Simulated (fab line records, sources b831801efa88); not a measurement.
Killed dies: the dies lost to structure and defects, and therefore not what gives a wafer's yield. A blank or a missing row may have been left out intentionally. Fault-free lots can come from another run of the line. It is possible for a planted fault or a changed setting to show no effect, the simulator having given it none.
Struck lot and sound lot, side by side || flow gf180mcu || 27 out of 602 route steps
Sound: these wafers, L305.1, L305.3, L305.5. Struck: wafers L315.2, L315.4, L315.5. At the end, the cause is stated.
At each step with rows: each side's tool, then ch and its chambers, then its first start. Under that, the readings that differ: sound wafers || struck wafers || difference of the means || sigmas: that difference in standard deviations of wafers without a fault.
alike: readings whose means differ by less than 2 such deviations, and words and numbers that are the same on both sides. not compared: withheld readings, readings that some wafer has no value for, bounds like >300 that may hide the same value, and numbers for which the record gives no deviation and whose values overlap.
The two part at a step that has a row with sigmas, a row that says differs or no value, or rows on one side only. Numbers that have no deviation but don't overlap get no sigmas and don't part them. A reading that every wafer of one side lacks parts them only if that side has two wafers or more.

first, 8 steps without rows for these wafers: GF_M1_PEB_12 (peb time 90 s); GF_M1_DEVELOP_13 (develop time 60 s); GF_M1_METAL_ETCH_16 (etches the open film in Cl2/BCl3, stops on SiO2, target depth 750.8 nm, time 125.1 s); GF_M1_STRIP_17 (strips in O2/N2); GF_M1_STRIP_18 (strips in post etch residue remover, time 1200 s); GF_M1_CLEAN_19 (cleans in DIW); GF_V1_CVD_00 (deposits SiO2, target thk 600 nm, time 100 s); GF_V1_CVD_02 (deposits SiO2 from TEOS, target thk 850 nm, time 92.91 s).
GF_V1_CMP_04: polishes SiO2.
  sound on cmp-02 ch 0,2,3, day 17 16:37; struck on cmp-02 ch 2,3, day 21 19:50
  no value came back on the struck wafers for any of 5 readings (edgeZonePressureFrac, headPressurePsi (psi) and others); on the sound wafers edgeZonePressureFrac reads 1.001 1.006 0.995
{"reading": "model.SiO2_of_V1_CVD_02.thkNm (nm)", "sound": "632.7 632.9 632.4", "struck": "826.2 851.5 844.7", "difference": "+208.1", "sigmas": ""}
then, 9 steps without rows for these wafers: GF_V1_DEHYDRATE_06 (time 60 s); GF_V1_HMDS_07 (prime time 60 s); GF_V1_COAT_08; GF_V1_COAT_09 (resist thk 1000 nm); GF_V1_SOFTBAKE_10 (time 60 s); GF_V1_EXPOSE_11 (exposes mask Via1, target cd 260 nm); GF_V1_PEB_12 (peb time 90 s); GF_V1_DEVELOP_13 (develop time 60 s); GF_V1_ETCH_16 (etches BARC in N2/H2).
GF_V1_ETCH_17: etches SiO2 in C4F8/O2/Ar, stops on TiN, target depth 630 nm.
  sound on rieDiel-03 ch 0,1,2; struck on rieDiel-01 ch 1,2,3
{"reading": "oesProductAu (a.u.)", "sound": "0.854 0.858 0.846", "struck": "1.605 1.626 1.639", "difference": "+0.771", "sigmas": "+99 or more"}
{"reading": "model.V1.featureDepthNm (nm)", "sound": "632.7 632.9 632.4", "struck": "815.1 818 835.3", "difference": "+190.1", "sigmas": ""}
{"reading": "model.etch.depthNm (nm)", "sound": "632.7 632.9 632.4", "struck": "815.1 818 835.3", "difference": "+190.1", "sigmas": ""}
then, 6 steps without rows for these wafers: GF_V1_STRIP_18 (strips in O2/N2); GF_V1_STRIP_19 (strips in post etch residue remover, time 1200 s); GF_V1_CLEAN_20 (cleans in DIW); GF_V1_SPUTTER_21 (material Ti, target thk 15 nm, time 80.02 s); GF_V1_SPUTTER_22 (material TiN, target thk 10 nm, time 40 s); GF_V1_CVD_23 (deposits W, target thk 350 nm, time 105.05 s).
GF_V1_CMP_26: polishes, stops on SiO2, t overpolish 15 s, target thk 0 nm.
  sound on cmp-01 ch 0,1, day 18 18:25; struck on cmp-02 ch 1,2, day 22 20:41
{"reading": "model.SiO2_of_V1_CVD_02.thkNm (nm)", "sound": "628.9 629.1 628.6", "struck": "822.4 847.7 841", "difference": "+208.2", "sigmas": ""}
  alike: edgeZonePressureFrac, headPressurePsi, motorCurrentA, retainingRingPressureFrac
-- the record jumps here: 10 days lie between the struck wafers' starts before and after (it left off in module V1 and takes up again in module PASSIVATION, whose first step shown is number 602 of the route) --
GF_PASSIVATION_PROBE_99:
  only the struck wafers here have rows in the record (prober-01, day 32 15:16); the sound ones have none

WHERE THEY PART
First at GF_V1_CMP_04; last, within this record, at GF_PASSIVATION_PROBE_99.

WHY: whatever the simulator had introduced
At GF_V1_CMP_04, the step was skipped entirely on cmp-02 from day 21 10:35 on. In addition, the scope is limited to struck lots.
